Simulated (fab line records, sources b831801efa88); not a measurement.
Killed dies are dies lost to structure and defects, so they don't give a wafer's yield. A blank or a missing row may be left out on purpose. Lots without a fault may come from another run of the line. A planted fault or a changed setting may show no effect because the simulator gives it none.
Which tool did it? | flow sky130 | 13 lots, 39 wafers sampled, at 5 steps of a route of 708

WHAT THE GAUGES READ, wafer by wafer
SKY_VT_ADJUST_HVTR_OVL_MEAS_08. Usual: VT_ADJUST_HVTR_OVL -0.2 nm, standard deviation 1.8.
lot  | measured     | on         | VT_ADJUST_HVTR_OVL (nm) | flag
L802 | day 9 11:59  | overlay-02 | 0.6 -0.9 0.5            |
L806 | day 10 13:06 | overlay-01 | -1.7 -1.6 -2.8          |
L808 | day 11 06:14 | overlay-01 | -1.8 -0.6 0.1           |
L809 | day 11 10:41 | overlay-02 | 0.2 -1.0 -1.1           |
L810 | day 12 01:47 | overlay-02 | -2.8 -2.6 -1.0          |
L812 | day 12 06:50 | overlay-01 | 1.7 3.6 1.0             |
L813 | day 12 08:35 | overlay-02 | 3.1 3.6 4.4             |
L814 | day 13 03:43 | overlay-01 | 0.4 -0.5 -3.4           |
L816 | day 13 13:23 | overlay-01 | -2.5 0.4 -3.5           |
L817 | day 14 03:42 | overlay-01 | 1.0 1.0 0.9             |
L820 | day 14 14:16 | overlay-01 | 1.1 0.6 0.6             |
L822 | day 15 08:13 | overlay-01 | -0.3 -0.7 1.1           |
L823 | day 15 16:06 | overlay-01 | -0.9 -1.5 -1.5          |

SKY_SONOS_TUNNEL_OVL_MEAS_08. Usual: SONOS_TUNNEL_OVL -0.3 nm, standard deviation 1.6.
lot  | measured     | on         | SONOS_TUNNEL_OVL (nm) | flag
L802 | day 11 07:15 | overlay-02 | 2.3 2.8 4.4           |
L806 | day 12 09:56 | overlay-01 | 0.0 0.8 0.6           |
L808 | day 13 05:41 | overlay-01 | -0.7 -0.3 0.6         |
L809 | day 13 10:41 | overlay-01 | -1.8 0.1 -0.9         |
L810 | day 14 03:18 | overlay-01 | -1.2 -3.8 -3.3        |
L812 | day 14 08:51 | overlay-01 | -1.0 -0.1 1.7         |
L813 | day 14 10:12 | overlay-01 | 0.9 0.9 1.1           |
L814 | day 15 07:18 | overlay-01 | -1.1 0.4 -1.8         |
L816 | day 15 19:47 | overlay-02 | 0.2 1.4 1.9           |
L817 | day 16 10:56 | overlay-02 | -2.6 -0.1 -1.0        |
L820 | day 16 23:12 | overlay-02 | -1.3 -2.3 1.4         |
L822 | day 17 18:02 | overlay-02 | 0.9 1.6 1.2           |
L823 | day 18 01:23 | overlay-02 | -0.9 -2.2 -0.9        |

SKY_GATE_OXIDE_THK_MEAS_02. Usual: GATE_OXIDE_OXIDATION_00_THK 10.31 nm, standard deviation 0.2.
lot  | measured     | on            | GATE_OXIDE_OXIDATION_00_THK (nm) | flag
L802 | day 12 17:53 | film_metro-01 | 10.47 10.43 10.29                |
L806 | day 13 22:37 | film_metro-02 | 10.23 10.26 9.94                 |
L808 | day 14 14:13 | film_metro-01 | 10.16 10.21 10.20                |
L809 | day 14 20:26 | film_metro-02 | 10.49 10.32 10.44                |
L810 | day 15 16:25 | film_metro-03 | 10.44 10.64 10.65                |
L812 | day 15 20:35 | film_metro-02 | 10.84 10.68 10.64                |
L813 | day 15 23:44 | film_metro-03 | 10.42 10.33 10.27                |
L814 | day 16 17:03 | film_metro-01 | 10.25 10.12 10.37                |
L816 | day 17 09:31 | film_metro-02 | 10.17 10.19 10.22                |
L817 | day 18 03:22 | film_metro-01 | 10.24 10.26 10.18                |
L820 | day 18 14:29 | film_metro-01 | 10.58 10.56 10.58                |
L822 | day 19 06:05 | film_metro-01 | 9.60 9.52 9.39 9.57 9.44 9.44    | OFF
L823 | day 19 16:15 | film_metro-01 | 9.40 9.62 9.60 9.39 9.70 9.54    | OFF

SKY_POLY_GATE_THK_MEAS_04. Usual: POLY_GATE_CVD_03_THK 75.2 nm, standard deviation 0.65.
lot  | measured     | on            | POLY_GATE_CVD_03_THK (nm) | flag
L802 | day 15 04:05 | film_metro-04 | 75.4 74.9 75.3            |
L806 | day 16 12:33 | film_metro-03 | 76.0 75.6 75.9            |
L808 | day 17 02:31 | film_metro-03 | 75.5 75.2 75.7            |
L809 | day 17 09:14 | film_metro-01 | 75.3 75.1 75.4            |
L810 | day 18 16:36 | film_metro-04 | 75.3 74.9 74.9            |
L812 | day 18 16:36 | film_metro-01 | 74.4 75.0 74.9            |
L813 | day 18 16:40 | film_metro-03 | 75.5 75.1 75.2            |
L814 | day 19 09:09 | film_metro-01 | 75.3 75.0 75.2            |
L816 | day 20 07:01 | film_metro-01 | 75.0 74.5 74.9            |
L817 | day 20 20:55 | film_metro-03 | 74.5 74.1 73.8            |
L820 | day 21 08:54 | film_metro-04 | 74.8 74.3 74.9            |
L822 | day 22 01:07 | film_metro-01 | 77.0 77.3 77.1            |
L823 | day 22 11:49 | film_metro-03 | 75.8 76.0 75.5            |

WHICH TOOL RAN EACH LOT (tool, then ch and the chambers of the sampled wafers, then the start)
lot  | SKY_GATE_OXIDE_OXIDATION_01
L802 | furnace-02 ch 0, day 12 16:29
L806 | furnace-02 ch 0, day 13 21:13
L808 | furnace-02 ch 0, day 14 12:47
L809 | furnace-02 ch 0, day 14 19:01
L810 | furnace-02 ch 0, day 15 15:01
L812 | furnace-02 ch 0, day 15 19:11
L813 | furnace-01 ch 0, day 15 22:19
L814 | furnace-01 ch 0, day 16 15:38
L816 | furnace-02 ch 0, day 17 08:07
L817 | furnace-02 ch 0, day 18 01:58
L820 | furnace-02 ch 0, day 18 13:05
L822 | furnace-01 ch 0, day 19 04:40
L823 | furnace-01 ch 0, day 19 14:50
- SKY_GATE_OXIDE_OXIDATION_01: stabilise 600 s, purge 300 s, target thk 10.268 nm.

WHAT THE TOOLS THEMSELVES READ (means of the sampled wafers that have a number; where no wafer has one, the mark that the record gives instead)
SKY_GATE_OXIDE_OXIDATION_01. Usual: spike_tc_upper_C 901.1 C, standard deviation 1.1; zone_power_lower_pct 19.3 %, standard deviation 0.39.
lot  | tool       | spike_tc_upper_C (C) | zone_power_lower_pct (%) | flag
L802 | furnace-02 | 901.1                | 19.1                     |
L806 | furnace-02 | 899.7                | 19.1                     |
L808 | furnace-02 | 901.0                | 19.1                     |
L809 | furnace-02 | 900.4                | 19.2                     |
L810 | furnace-02 | 900.8                | 19.0                     |
L812 | furnace-02 | 900.4                | 19.1                     |
L813 | furnace-01 | 901.6                | 19.7                     |
L814 | furnace-01 | 901.0                | 19.8                     |
L816 | furnace-02 | 900.8                | 18.9                     |
L817 | furnace-02 | 901.2                | 19.1                     |
L820 | furnace-02 | 900.4                | 18.9                     |
L822 | furnace-01 | 902.9                | 20.0                     |
L823 | furnace-01 | 902.3                | 19.8                     |

THE ANSWER, worked out from the rows above alone
Rule: a lot is off if the mean of its wafers that have a number lies more than 3 standard deviations from the usual mean. A lot without any number at a reading at which 4 lots or more have one is off too. The other lots that the step has rows for count as sound. The gauges are gone through in route order, then the tools' own readings, and for those a lot's mean is taken as printed above. The first step at which some lot is off is used, and at that step the reading that is off furthest; a lot without a number counts as furthest.
Off: L822, L823, at SKY_GATE_OXIDE_THK_MEAS_02 (GATE_OXIDE_OXIDATION_00_THK).
A tool fits if, at a process step before that reading, it ran every lot that is off, and no sound lot after the first of them. The gauges at SKY_GATE_OXIDE_THK_MEAS_02 are tried like those tools. Can't be told from this: 2 tools fit, furnace-01 at SKY_GATE_OXIDE_OXIDATION_01, film_metro-01 at SKY_GATE_OXIDE_THK_MEAS_02.

WHAT THE SIMULATOR HAD PUT IN
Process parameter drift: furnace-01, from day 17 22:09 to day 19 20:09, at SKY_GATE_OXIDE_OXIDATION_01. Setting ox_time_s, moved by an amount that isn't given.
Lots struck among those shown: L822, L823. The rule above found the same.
